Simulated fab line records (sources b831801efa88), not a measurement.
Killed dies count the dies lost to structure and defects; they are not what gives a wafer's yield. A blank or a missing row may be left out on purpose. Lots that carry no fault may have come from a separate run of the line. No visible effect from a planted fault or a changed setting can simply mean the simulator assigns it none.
Which tool is to blame? | flow gf180mcu | 13 lots with 39 wafers sampled at 4 steps, on a route of 602 steps

## WHAT THE GAUGES SHOWED, per wafer
GF_STI_THK_MEAS_24. Usual: for STI_CVD_23_THK the level is 647 nm and the standard deviation is 6.1.
lot  | measured    | on            | STI_CVD_23_THK (nm) | flag
L720 | day 2 04:34 | film_metro-04 | 639 647 636         |
L721 | day 2 09:38 | film_metro-02 | 649 649 644         |
L724 | day 3 00:53 | film_metro-04 | 650 659 656         |
L729 | day 4 01:46 | film_metro-03 | 646 647 649         |
L730 | day 4 07:43 | film_metro-04 | 651 650 659         |
L734 | day 5 06:49 | film_metro-03 | 653 645 642         |
L735 | day 5 09:49 | film_metro-02 | 656 658 652         |
L736 | day 5 14:07 | film_metro-04 | 638 639 641         |
L738 | day 5 23:58 | film_metro-02 | 655 647 653         |
L739 | day 6 05:52 | film_metro-03 | 647 652 647         |
L741 | day 6 18:15 | film_metro-03 | 655 656 647         |
L742 | day 6 21:59 | film_metro-03 | 641 644 648         |
L743 | day 7 02:34 | film_metro-04 | 649 648 646         |

GF_MVPSD_OVL_MEAS_07. Usual: for MVPSD_OVL the level is -1.3 nm and the standard deviation is 1.5.
lot  | measured     | on         | MVPSD_OVL (nm) | flag
L720 | day 5 03:02  | overlay-01 | -0.3 0.9 -1.6  |
L721 | day 5 10:44  | overlay-01 | -1.3 -2.6 1.2  |
L724 | day 6 02:32  | overlay-01 | -1.2 -1.9 0.2  |
L729 | day 7 04:53  | overlay-01 | -2.3 -1.9 -0.9 |
L730 | day 7 11:41  | overlay-01 | -2.8 -1.1 0.1  |
L734 | day 8 14:31  | overlay-02 | -3.5 -5.1 -4.8 |
L735 | day 8 17:44  | overlay-02 | -4.0 -3.5 -2.9 |
L736 | day 8 21:44  | overlay-02 | -0.8 0.2 0.3   |
L738 | day 9 11:26  | overlay-01 | -1.0 -2.1 -2.2 |
L739 | day 9 17:34  | overlay-01 | -0.3 -1.6 -1.8 |
L741 | day 10 06:55 | overlay-02 | -3.0 -3.4 -3.1 |
L742 | day 10 12:20 | overlay-02 | -0.4 -0.8 -0.4 |
L743 | day 10 17:47 | overlay-01 | -1.4 -0.4 -0.4 |

GF_VT_IMPLANT_RS_MEAS_49: measures by four-point-probe. Usual: for MVPSD_RS the level is 1169 ohm/sq and the standard deviation is 3.1.
lot  | measured     | on            | MVPSD_RS (ohm/sq) | flag
L720 | day 7 16:43  | film_metro-01 | 1168 1169 1169    |
L721 | day 8 00:41  | film_metro-03 | 1165 1170 1169    |
L724 | day 8 17:35  | film_metro-01 | 1170 1171 1166    |
L729 | day 9 23:43  | film_metro-04 | 1167 1170 1170    |
L730 | day 10 08:03 | film_metro-01 | 1170 1167 1165    |
L734 | day 11 11:58 | film_metro-03 | 1165 1163 1167    |
L735 | day 11 18:07 | film_metro-03 | 1168 1168 1167    |
L736 | day 11 21:35 | film_metro-03 | 1173 1174 1171    |
L738 | day 12 13:56 | film_metro-01 | 1170 1167 1170    |
L739 | day 12 20:55 | film_metro-01 | 1167 1164 1166    |
L741 | day 13 12:23 | film_metro-04 | 1172 1167 1168    |
L742 | day 13 17:27 | film_metro-03 | 1168 1171 1165    |
L743 | day 14 00:20 | film_metro-03 | 1167 1166 1168    |

## WHICH TOOL RAN EACH LOT (tool, then ch and the chambers of the sampled wafers, then the start)
lot  | GF_LVPWELL_EXPOSE_04
L720 | iline_stepper-02 ch 0, day 3 15:50
L721 | iline_stepper-02 ch 0, day 3 23:32
L724 | iline_stepper-01 ch 0, day 4 13:41
L729 | iline_stepper-02 ch 0, day 5 16:35
L730 | iline_stepper-02 ch 0, day 5 22:37
L734 | iline_stepper-01 ch 0, day 6 22:38
L735 | iline_stepper-01 ch 0, day 7 01:20
L736 | iline_stepper-01 ch 0, day 7 05:49
L738 | iline_stepper-02 ch 0, day 7 17:55
L739 | iline_stepper-02 ch 0, day 7 23:44
L741 | iline_stepper-02 ch 0, day 8 12:01
L742 | iline_stepper-02 ch 0, day 8 17:05
L743 | iline_stepper-02 ch 0, day 8 20:38
- GF_LVPWELL_EXPOSE_04: exposes mask LVPWELL, target cd 600 nm.

## WHAT THE TOOLS THEMSELVES READ (means of the sampled wafers that have a number; where no wafer has one, the mark that the record gives instead)
GF_LVPWELL_EXPOSE_04. Usual: stage_vel_mm_s 499.96 mm/s, standard deviation 0.22.
lot  | tool             | stage_vel_mm_s (mm/s) | flag
L720 | iline_stepper-02 | 499.91                |
L721 | iline_stepper-02 | 500.10                |
L724 | iline_stepper-01 | 499.95                |
L729 | iline_stepper-02 | 499.80                |
L730 | iline_stepper-02 | 500.02                |
L734 | iline_stepper-01 | 500.03                |
L735 | iline_stepper-01 | 500.05                |
L736 | iline_stepper-01 | 500.03                |
L738 | iline_stepper-02 | 499.87                |
L739 | iline_stepper-02 | 500.03                |
L741 | iline_stepper-02 | 499.88                |
L742 | iline_stepper-02 | 499.81                |
L743 | iline_stepper-02 | 499.56                |

## THE ANSWER, worked out from the rows above alone
Rule: a lot is off if the mean of its wafers that have a number lies more than 3 standard deviations from the usual mean. A lot without any number at a reading at which 4 lots or more have one is off too. Any other lot the step has rows for is counted as sound. Order of review: gauges by route order, followed by the tools' own readings, for which a lot's mean as printed above is used. At the first step where some lot is off, the reading lying furthest off is the one used; lots without a number count as furthest.
None of the lots is off at any reading shown; this tells nothing.

## WHAT WAS PUT IN BY THE SIMULATOR
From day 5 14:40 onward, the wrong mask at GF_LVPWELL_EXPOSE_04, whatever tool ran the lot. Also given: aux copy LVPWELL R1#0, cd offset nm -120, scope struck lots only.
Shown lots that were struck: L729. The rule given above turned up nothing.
